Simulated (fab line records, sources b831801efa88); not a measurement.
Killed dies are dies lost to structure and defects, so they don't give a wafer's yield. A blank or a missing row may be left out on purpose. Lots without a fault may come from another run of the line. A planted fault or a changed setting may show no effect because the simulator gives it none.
Which tool did it? | flow sky130 | 24 lots, 72 wafers sampled, at 6 steps of a route of 708

WHAT THE GAUGES READ, wafer by wafer
SKY_CONTACT_RS_MEAS_25: measures by four-point-probe. Usual: CONTACT_W_RS 0.338 ohm/sq, standard deviation 0.0046.
lot  | measured     | on            | CONTACT_W_RS (ohm/sq) | flag
L074 | day 32 04:06 | film_metro-02 | 0.344 0.341 0.341     |
L075 | day 32 07:25 | film_metro-02 | 0.329 0.337 0.329     |
L076 | day 32 11:41 | film_metro-01 | 0.333 0.336 0.334     |
L077 | day 32 14:41 | film_metro-03 | 0.335 0.337 0.336     |
L078 | day 32 16:13 | film_metro-02 | 0.331 0.331 0.330     |
L080 | day 33 15:52 | film_metro-01 | 0.347 0.342 0.345     |
L079 | day 33 17:43 | film_metro-01 | 0.339 0.344 0.345     |
L081 | day 33 21:50 | film_metro-03 | 0.339 0.346 0.342     |
L082 | day 34 04:56 | film_metro-01 | 0.341 0.338 0.340     |
L083 | day 34 16:25 | film_metro-02 | 0.334 0.334 0.333     |
L084 | day 35 04:40 | film_metro-03 | 0.337 0.333 0.337     |
L085 | day 35 15:04 | film_metro-01 | 0.345 0.342 0.342     |
L086 | day 35 20:22 | film_metro-02 | 0.335 0.329 0.333     |
L087 | day 36 02:19 | film_metro-01 | 0.339 0.340 0.341     |
L088 | day 36 05:12 | film_metro-03 | 0.341 0.347 0.340     |
L089 | day 36 10:31 | film_metro-02 | 0.334 0.337 0.335     |
L090 | day 36 21:58 | film_metro-03 | 0.345 0.344 0.338     |
L091 | day 37 00:42 | film_metro-01 | 0.344 0.341 0.345     |
L092 | day 37 15:01 | film_metro-02 | 0.340 0.340 0.340     |
L093 | day 38 00:25 | film_metro-01 | 0.339 0.335 0.338     |
L094 | day 38 01:05 | film_metro-02 | 0.335 0.337 0.335     |
L095 | day 38 08:08 | film_metro-02 | 0.338 0.340 0.341     |
L096 | day 38 10:28 | film_metro-02 | 0.343 0.341 0.341     |
L097 | day 38 21:16 | film_metro-03 | 0.330 0.339 0.338     |

SKY_VIA3_THK_MEAS_23: measures by xrf. Usual: VIA3_W_THK 392 nm, standard deviation 4.9.
lot  | measured     | on            | VIA3_W_THK (nm) | flag
L074 | day 40 04:14 | film_metro-01 | 381 383 386     |
L075 | day 40 08:40 | film_metro-03 | 390 383 392     |
L076 | day 40 10:17 | film_metro-04 | 394 393 387     |
L077 | day 40 12:43 | film_metro-01 | 388 387 396     |
L078 | day 40 14:26 | film_metro-03 | 395 395 393     |
L080 | day 41 10:47 | film_metro-04 | 400 396 401     |
L079 | day 41 12:50 | film_metro-03 | 389 395 391     |
L081 | day 41 17:50 | film_metro-04 | 398 391 400     |
L082 | day 42 01:08 | film_metro-04 | 389 388 391     |
L083 | day 42 10:35 | film_metro-04 | 385 391 380     |
L084 | day 42 19:30 | film_metro-04 | 388 385 391     |
L085 | day 43 06:43 | film_metro-03 | 394 388 389     |
L086 | day 43 10:46 | film_metro-03 | 390 389 389     |
L087 | day 43 16:47 | film_metro-03 | 396 393 394     |
L088 | day 43 18:38 | film_metro-04 | 393 396 390     |
L089 | day 43 22:53 | film_metro-03 | 393 397 392     |
L090 | day 44 08:54 | film_metro-03 | 392 387 386     |
L091 | day 44 12:26 | film_metro-03 | 400 401 400     |
L092 | day 44 22:52 | film_metro-03 | 395 401 402     |
L093 | day 45 07:30 | film_metro-04 | 389 388 396     |
L094 | day 45 09:05 | film_metro-01 | 389 392 397     |
L095 | day 45 14:50 | film_metro-03 | 396 392 395     |
L096 | day 45 17:02 | film_metro-04 | 389 398 392     |
L097 | day 46 02:44 | film_metro-04 | 387 387 384     |

WHICH TOOL RAN EACH LOT (tool, then ch and the chambers of the sampled wafers, then the start)
lot  | SKY_DNWELL_STRIP_08                 | SKY_VT_ADJUST_LVTN_STRIP_09          | SKY_LOCAL_INTERCONNECT_SPUTTER_00 | SKY_CAPM_STRIP_14
L074 | plasma_asher-04 ch 0,1, day 3 07:29 | plasma_asher-04 ch 0,1, day 7 00:37  | pvd_sputter-01, day 29 18:37      | plasma_asher-02 ch 1, day 37 23:41
L075 | plasma_asher-03 ch 0,1, day 3 12:34 | plasma_asher-02 ch 0,1, day 7 06:28  | pvd_sputter-02, day 29 21:40      | plasma_asher-03 ch 0,1, day 38 03:08
L076 | plasma_asher-03 ch 0,1, day 3 16:34 | plasma_asher-03 ch 0,1, day 7 12:19  | pvd_sputter-02, day 30 01:45      | plasma_asher-03 ch 0,1, day 38 04:59
L077 | plasma_asher-03 ch 0,1, day 3 21:55 | plasma_asher-04 ch 0,1, day 7 19:13  | pvd_sputter-04, day 30 04:34      | plasma_asher-04 ch 1, day 38 07:11
L078 | plasma_asher-04 ch 0,1, day 4 02:47 | plasma_asher-03 ch 0,1, day 7 23:22  | pvd_sputter-02, day 30 06:51      | plasma_asher-04 ch 0,1, day 38 09:47
L080 | plasma_asher-03 ch 0,1, day 4 13:35 | plasma_asher-03 ch 0,1, day 8 13:19  | pvd_sputter-04, day 31 07:02      | plasma_asher-03 ch 0,1, day 39 06:31
L079 | plasma_asher-02 ch 0,1, day 4 13:40 | plasma_asher-03 ch 0,1, day 8 14:52  | pvd_sputter-02, day 31 08:10      | plasma_asher-02 ch 0,1, day 39 09:35
L081 | plasma_asher-04 ch 0,1, day 4 16:42 | plasma_asher-02 ch 0,1, day 8 17:51  | pvd_sputter-04, day 31 12:41      | plasma_asher-02 ch 0,1, day 39 14:16
L082 | plasma_asher-03 ch 0,1, day 4 23:48 | plasma_asher-02 ch 0,1, day 9 00:26  | pvd_sputter-01, day 31 19:32      | plasma_asher-03 ch 0,1, day 39 21:04
L083 | plasma_asher-03 ch 0,1, day 5 07:28 | plasma_asher-04 ch 0,1, day 9 11:02  | pvd_sputter-04, day 32 08:00      | plasma_asher-03 ch 0,1, day 40 07:31
L084 | plasma_asher-03 ch 0,1, day 5 13:31 | plasma_asher-04 ch 0,1, day 9 18:07  | pvd_sputter-01, day 32 21:06      | plasma_asher-03 ch 0,1, day 40 16:53
L085 | plasma_asher-03 ch 0,1, day 5 20:59 | plasma_asher-03 ch 0,1, day 10 04:32 | pvd_sputter-01, day 33 08:17      | plasma_asher-04 ch 0,1, day 41 04:11
L086 | plasma_asher-03 ch 0,1, day 5 21:08 | plasma_asher-03 ch 0,1, day 10 04:56 | pvd_sputter-04, day 33 11:56      | plasma_asher-03 ch 0,1, day 41 09:27
L087 | plasma_asher-02 ch 0,1, day 6 03:23 | plasma_asher-04 ch 0,1, day 10 11:54 | pvd_sputter-01, day 33 19:15      | plasma_asher-04 ch 1, day 41 14:08
L088 | plasma_asher-02 ch 0,1, day 6 06:49 | plasma_asher-04 ch 0,1, day 10 16:33 | pvd_sputter-01, day 33 23:05      | plasma_asher-03 ch 0,1, day 41 16:47
L089 | plasma_asher-03 ch 0,1, day 6 12:14 | plasma_asher-04 ch 0,1, day 10 22:36 | pvd_sputter-01, day 34 04:18      | plasma_asher-02 ch 0,1, day 41 20:53
L090 | plasma_asher-03 ch 0,1, day 6 18:49 | plasma_asher-03 ch 0,1, day 11 06:37 | pvd_sputter-02, day 34 14:19      | plasma_asher-02 ch 0,1, day 42 07:37
L091 | plasma_asher-03 ch 0,1, day 7 00:11 | plasma_asher-03 ch 0, day 11 12:13   | pvd_sputter-04, day 34 17:57      | plasma_asher-03 ch 0,1, day 42 11:29
L092 | plasma_asher-02 ch 0,1, day 7 09:13 | plasma_asher-04 ch 0,1, day 12 00:14 | pvd_sputter-04, day 35 07:56      | plasma_asher-02 ch 0,1, day 42 22:58
L093 | plasma_asher-04 ch 0,1, day 7 13:23 | plasma_asher-02 ch 0,1, day 12 04:40 | pvd_sputter-01, day 35 17:44      | plasma_asher-02 ch 0,1, day 43 07:34
L094 | plasma_asher-02 ch 0,1, day 7 17:07 | plasma_asher-04 ch 0,1, day 12 07:53 | pvd_sputter-02, day 35 18:56      | plasma_asher-04 ch 0,1, day 43 08:37
L095 | plasma_asher-02 ch 0,1, day 7 20:04 | plasma_asher-02 ch 0, day 12 12:25   | pvd_sputter-04, day 36 01:16      | plasma_asher-02 ch 0, day 43 15:40
L096 | plasma_asher-04 ch 0,1, day 8 02:22 | plasma_asher-02 ch 0,1, day 12 18:53 | pvd_sputter-01, day 36 03:55      | plasma_asher-03 ch 0, day 43 16:41
L097 | plasma_asher-02 ch 0,1, day 8 10:31 | plasma_asher-03 ch 0,1, day 13 05:40 | pvd_sputter-01, day 36 15:42      | plasma_asher-03 ch 0,1, day 44 03:26
- SKY_DNWELL_STRIP_08: strips in O2/N2.
- SKY_VT_ADJUST_LVTN_STRIP_09: strips in O2/N2.
- SKY_LOCAL_INTERCONNECT_SPUTTER_00: material TiN, target thk 100 nm, time 83.3 s.
- SKY_CAPM_STRIP_14: strips in O2/N2.

WHAT THE TOOLS THEMSELVES READ (means of the sampled wafers that have a number; where no wafer has one, the mark that the record gives instead)
SKY_DNWELL_STRIP_08. Usual: drypump_motor_current_A 5.11 A, standard deviation 0.21; oes_product_au 0.722 a.u., standard deviation 0.0043; strip_time_to_endpoint_s 36.91 s, standard deviation 0.074.
lot  | tool            | drypump_motor_current_A (A) | oes_product_au (a.u.) | strip_time_to_endpoint_s (s) | flag
L074 | plasma_asher-04 | 5.12                        | 0.725                 | 37.05                        |
L075 | plasma_asher-03 | 5.25                        | 0.719                 | 36.88                        |
L076 | plasma_asher-03 | 5.21                        | 0.725                 | 36.76                        |
L077 | plasma_asher-03 | 5.23                        | 0.720                 | 36.90                        |
L078 | plasma_asher-04 | 5.28                        | 0.725                 | 36.94                        |
L080 | plasma_asher-03 | 5.22                        | 0.722                 | 36.94                        |
L079 | plasma_asher-02 | 4.86                        | 0.718                 | 36.91                        |
L081 | plasma_asher-04 | 5.27                        | 0.723                 | 36.95                        |
L082 | plasma_asher-03 | 5.25                        | 0.723                 | 36.95                        |
L083 | plasma_asher-03 | 5.17                        | 0.722                 | 36.84                        |
L084 | plasma_asher-03 | 5.25                        | 0.720                 | 36.98                        |
L085 | plasma_asher-03 | 5.17                        | 0.726                 | 36.95                        |
L086 | plasma_asher-03 | 5.24                        | 0.722                 | 36.83                        |
L087 | plasma_asher-02 | 4.93                        | 0.722                 | 36.93                        |
L088 | plasma_asher-02 | 4.86                        | 0.722                 | 36.87                        |
L089 | plasma_asher-03 | 5.25                        | 0.725                 | 36.92                        |
L090 | plasma_asher-03 | 5.17                        | 0.726                 | 36.90                        |
L091 | plasma_asher-03 | 5.19                        | 0.721                 | 36.82                        |
L092 | plasma_asher-02 | 4.87                        | 0.717                 | 36.95                        |
L093 | plasma_asher-04 | 5.28                        | 0.722                 | 36.97                        |
L094 | plasma_asher-02 | 4.85                        | 0.724                 | 36.85                        |
L095 | plasma_asher-02 | 4.94                        | 0.718                 | 36.99                        |
L096 | plasma_asher-04 | 5.29                        | 0.724                 | 36.94                        |
L097 | plasma_asher-02 | 4.95                        | 0.720                 | 36.90                        |

SKY_VT_ADJUST_LVTN_STRIP_09. Usual: drypump_motor_current_A 5.13 A, standard deviation 0.22; oes_product_au 0.723 a.u., standard deviation 0.0043; strip_time_to_endpoint_s 36.88 s, standard deviation 0.1.
lot  | tool            | drypump_motor_current_A (A) | oes_product_au (a.u.) | strip_time_to_endpoint_s (s) | flag
L074 | plasma_asher-04 | 5.29                        | 0.723                 | 37.05                        |
L075 | plasma_asher-02 | 4.95                        | 0.726                 | 36.97                        |
L076 | plasma_asher-03 | 5.14                        | 0.723                 | 36.85                        |
L077 | plasma_asher-04 | 5.28                        | 0.728                 | 36.92                        |
L078 | plasma_asher-03 | 5.16                        | 0.719                 | 36.78                        |
L080 | plasma_asher-03 | 5.24                        | 0.723                 | 36.81                        |
L079 | plasma_asher-03 | 5.24                        | 0.726                 | 36.83                        |
L081 | plasma_asher-02 | 4.84                        | 0.722                 | 36.72                        |
L082 | plasma_asher-02 | 4.87                        | 0.725                 | 36.77                        |
L083 | plasma_asher-04 | 5.28                        | 0.719                 | 36.83                        |
L084 | plasma_asher-04 | 5.11                        | 0.721                 | 36.92                        |
L085 | plasma_asher-03 | 5.25                        | 0.721                 | 36.86                        |
L086 | plasma_asher-03 | 5.17                        | 0.721                 | 37.07                        |
L087 | plasma_asher-04 | 5.12                        | 0.720                 | 36.83                        |
L088 | plasma_asher-04 | 5.27                        | 0.726                 | 36.74                        |
L089 | plasma_asher-04 | 5.27                        | 0.724                 | 36.73                        |
L090 | plasma_asher-03 | 5.26                        | 0.715                 | 36.93                        |
L091 | plasma_asher-03 | 5.11                        | 0.722                 | 36.81                        |
L092 | plasma_asher-04 | 5.10                        | 0.719                 | 36.99                        |
L093 | plasma_asher-02 | 4.94                        | 0.722                 | 36.88                        |
L094 | plasma_asher-04 | 5.12                        | 0.727                 | 36.94                        |
L095 | plasma_asher-02 | 4.76                        | 0.722                 | 36.93                        |
L096 | plasma_asher-02 | 4.95                        | 0.723                 | 36.88                        |
L097 | plasma_asher-03 | 5.20                        | 0.723                 | 36.96                        |

SKY_LOCAL_INTERCONNECT_SPUTTER_00. Usual: chamber_pressure_pa 0.4000 Pa, standard deviation 0.00068; throttle_valve_pct 30.6 %, standard deviation 1.3.
lot  | tool           | chamber_pressure_pa (Pa) | throttle_valve_pct (%) | flag
L074 | pvd_sputter-01 | 0.4001                   | 31.3                   |
L075 | pvd_sputter-02 | 0.4003                   | 28.6                   |
L076 | pvd_sputter-02 | 0.4000                   | 28.6                   |
L077 | pvd_sputter-04 | 0.3998                   | 30.7                   |
L078 | pvd_sputter-02 | 0.4002                   | 28.7                   |
L080 | pvd_sputter-04 | 0.3995                   | 30.6                   |
L079 | pvd_sputter-02 | 0.3996                   | 27.8                   |
L081 | pvd_sputter-04 | 0.3992                   | 30.9                   |
L082 | pvd_sputter-01 | 0.3998                   | 31.0                   |
L083 | pvd_sputter-04 | 0.3999                   | 30.6                   |
L084 | pvd_sputter-01 | 0.3999                   | 31.0                   |
L085 | pvd_sputter-01 | 0.4002                   | 30.8                   |
L086 | pvd_sputter-04 | 0.4002                   | 31.5                   |
L087 | pvd_sputter-01 | 0.4002                   | 31.6                   |
L088 | pvd_sputter-01 | 0.3998                   | 31.1                   |
L089 | pvd_sputter-01 | 0.3999                   | 31.2                   |
L090 | pvd_sputter-02 | 0.3998                   | 28.7                   |
L091 | pvd_sputter-04 | 0.4000                   | 30.7                   |
L092 | pvd_sputter-04 | 0.4001                   | 30.2                   |
L093 | pvd_sputter-01 | 0.4002                   | 31.2                   |
L094 | pvd_sputter-02 | 0.4000                   | 29.9                   |
L095 | pvd_sputter-04 | 0.4004                   | 30.9                   |
L096 | pvd_sputter-01 | 0.4002                   | 31.3                   |
L097 | pvd_sputter-01 | 0.3998                   | 31.0                   |

SKY_CAPM_STRIP_14. Usual: drypump_motor_current_A 5.10 A, standard deviation 0.21; oes_product_au 0.711 a.u., standard deviation 0.0046; strip_time_to_endpoint_s 12.64 s, standard deviation 0.042.
lot  | tool            | drypump_motor_current_A (A) | oes_product_au (a.u.) | strip_time_to_endpoint_s (s) | flag
L074 | plasma_asher-02 | 5.03                        | 0.719                 | 12.59                        |
L075 | plasma_asher-03 | 5.24                        | 0.711                 | 12.68                        |
L076 | plasma_asher-03 | 5.17                        | 0.707                 | 12.63                        |
L077 | plasma_asher-04 | 4.95                        | 0.713                 | 12.70                        |
L078 | plasma_asher-04 | 5.11                        | 0.717                 | 12.61                        |
L080 | plasma_asher-03 | 5.28                        | 0.711                 | 12.65                        |
L079 | plasma_asher-02 | 4.86                        | 0.711                 | 12.67                        |
L081 | plasma_asher-02 | 4.85                        | 0.713                 | 12.63                        |
L082 | plasma_asher-03 | 5.17                        | 0.712                 | 12.68                        |
L083 | plasma_asher-03 | 5.26                        | 0.710                 | 12.60                        |
L084 | plasma_asher-03 | 5.24                        | 0.709                 | 12.65                        |
L085 | plasma_asher-04 | 5.26                        | 0.715                 | 12.58                        |
L086 | plasma_asher-03 | 5.17                        | 0.712                 | 12.64                        |
L087 | plasma_asher-04 | 4.93                        | 0.706                 | 12.70                        |
L088 | plasma_asher-03 | 5.15                        | 0.708                 | 12.69                        |
L089 | plasma_asher-02 | 4.87                        | 0.709                 | 12.64                        |
L090 | plasma_asher-02 | 4.95                        | 0.708                 | 12.62                        |
L091 | plasma_asher-03 | 5.18                        | 0.709                 | 12.68                        |
L092 | plasma_asher-02 | 4.84                        | 0.710                 | 12.67                        |
L093 | plasma_asher-02 | 4.85                        | 0.710                 | 12.58                        |
L094 | plasma_asher-04 | 5.10                        | 0.715                 | 12.66                        |
L095 | plasma_asher-02 | 4.77                        | 0.711                 | 12.66                        |
L096 | plasma_asher-03 | 5.10                        | 0.713                 | 12.70                        |
L097 | plasma_asher-03 | 5.16                        | 0.711                 | 12.61                        |

THE ANSWER, worked out from the rows above alone
Rule: a lot is off if the mean of its wafers that have a number lies more than 3 standard deviations from the usual mean. A lot without any number at a reading at which 4 lots or more have one is off too. The other lots that the step has rows for count as sound. The gauges are gone through in route order, then the tools' own readings, and for those a lot's mean is taken as printed above. The first step at which some lot is off is used, and at that step the reading that is off furthest; a lot without a number counts as furthest.
No lot is off at any reading shown: from this, nothing can be told.

WHAT THE SIMULATOR HAD PUT IN
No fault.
